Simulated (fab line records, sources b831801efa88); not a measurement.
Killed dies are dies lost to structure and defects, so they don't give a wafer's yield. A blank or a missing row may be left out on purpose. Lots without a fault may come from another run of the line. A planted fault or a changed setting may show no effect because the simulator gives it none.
Tool commonality check | flow sky130 | 13 lots, 39 wafers sampled

WHY IT WAS OPENED
At SKY_LDD_LDN_TW_MEAS_13 the reading LDD_LDN_TW is flagged on 2 of 13 lots. Wafers without a fault read 1477, standard deviation 7.
Rule: a lot is flagged when every wafer of it that has a number lies more than 4 standard deviations from that mean, or none has a number. The other lots count as sound.

lot  | measured     | on            | LDD_LDN_TW, wafer by wafer | flag
L978 | day 22 15:07 | film_metro-04 | 1492 1484 1487             |
L980 | day 23 10:10 | film_metro-01 | 1483 1487 1484             |
L982 | day 24 12:18 | film_metro-03 | 1481 1486 1480             |
L983 | day 24 18:50 | film_metro-01 | 1477 1485 1484             |
L986 | day 26 02:08 | film_metro-04 | 1466 1477 1470             |
L990 | day 27 08:04 | film_metro-03 | 1471 1481 1474             |
L993 | day 28 02:53 | film_metro-04 | 1547 1553 1547             | FLAGGED
L994 | day 28 14:16 | film_metro-03 | 1546 1540 1541             | FLAGGED
L996 | day 29 01:58 | film_metro-03 | 1472 1469 1465             |
L997 | day 29 10:28 | film_metro-01 | 1464 1468 1471             |
L999 | day 30 00:37 | film_metro-01 | 1483 1487 1481             |
L100 | day 30 09:17 | film_metro-01 | 1486 1482 1481             |
L101 | day 30 15:08 | film_metro-04 | 1479 1470 1477             |
The numbers of the flagged lots are 1546 on average: +69 against the usual, or +10 standard deviations.

WHICH TOOL RAN EACH LOT
The record holds 1 process step before the reading, out of a route of 708 steps. In each cell: the tool, then ch and the chambers that the sampled wafers went through, then the start.
lot  | flag    | SKY_LDD_LDN_IMPLANT_10
L978 |         | implanter-03 ch 0, day 22 14:43
L980 |         | implanter-03 ch 0, day 23 09:46
L982 |         | implanter-03 ch 0, day 24 11:54
L983 |         | implanter-04 ch 0, day 24 18:28
L986 |         | implanter-03 ch 0, day 26 01:44
L990 |         | implanter-03 ch 0, day 27 07:42
L993 | FLAGGED | implanter-03 ch 0, day 28 02:29
L994 | FLAGGED | implanter-03 ch 0, day 28 13:53
L996 |         | implanter-02 ch 0, day 29 01:34
L997 |         | implanter-02 ch 0, day 29 10:04
L999 |         | implanter-04 ch 0, day 30 00:15
L100 |         | implanter-04 ch 0, day 30 08:55
L101 |         | implanter-02 ch 0, day 30 14:45
What these steps do:
- SKY_LDD_LDN_IMPLANT_10
- SKY_LDD_LDN_TW_MEAS_13

FLAGGED OVER TOTAL, TOOL BY TOOL (the gauges that took the reading come last)
step                   | tool          | lots run | flagged | share of the flagged lots | sound lots run after its first flagged lot
SKY_LDD_LDN_IMPLANT_10 | implanter-02  | 3        | 0       | none                      | -
SKY_LDD_LDN_IMPLANT_10 | implanter-03  | 7        | 2       | all                       | 0
SKY_LDD_LDN_IMPLANT_10 | implanter-04  | 3        | 0       | none                      | -
SKY_LDD_LDN_TW_MEAS_13 | film_metro-01 | 5        | 0       | none                      | -
SKY_LDD_LDN_TW_MEAS_13 | film_metro-03 | 4        | 1       | some                      | 1 (L996)
SKY_LDD_LDN_TW_MEAS_13 | film_metro-04 | 4        | 1       | some                      | 1 (L101)

WHAT THE TABLE ALLOWS
1 row of the table ran every flagged lot: implanter-03 at SKY_LDD_LDN_IMPLANT_10.
- implanter-03 at SKY_LDD_LDN_IMPLANT_10: 2 of its 7 lots flagged. Its last sound lot is L990 (day 27 07:42), its first flagged lot L993 (day 28 02:29): a fault that began between those two fits. Its own readings lie more than 4 standard deviations out on every wafer of the flagged lots: dose_ions_cm2, faraday_current_uA.
One tool is left: implanter-03 at SKY_LDD_LDN_IMPLANT_10.

WHAT THE SIMULATOR HAD PUT IN
Process parameter drift: implanter-03, from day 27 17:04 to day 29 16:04, at SKY_LDD_LDN_IMPLANT_10. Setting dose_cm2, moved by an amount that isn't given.
Lots struck among those shown: L993, L994. The rule above found the same.
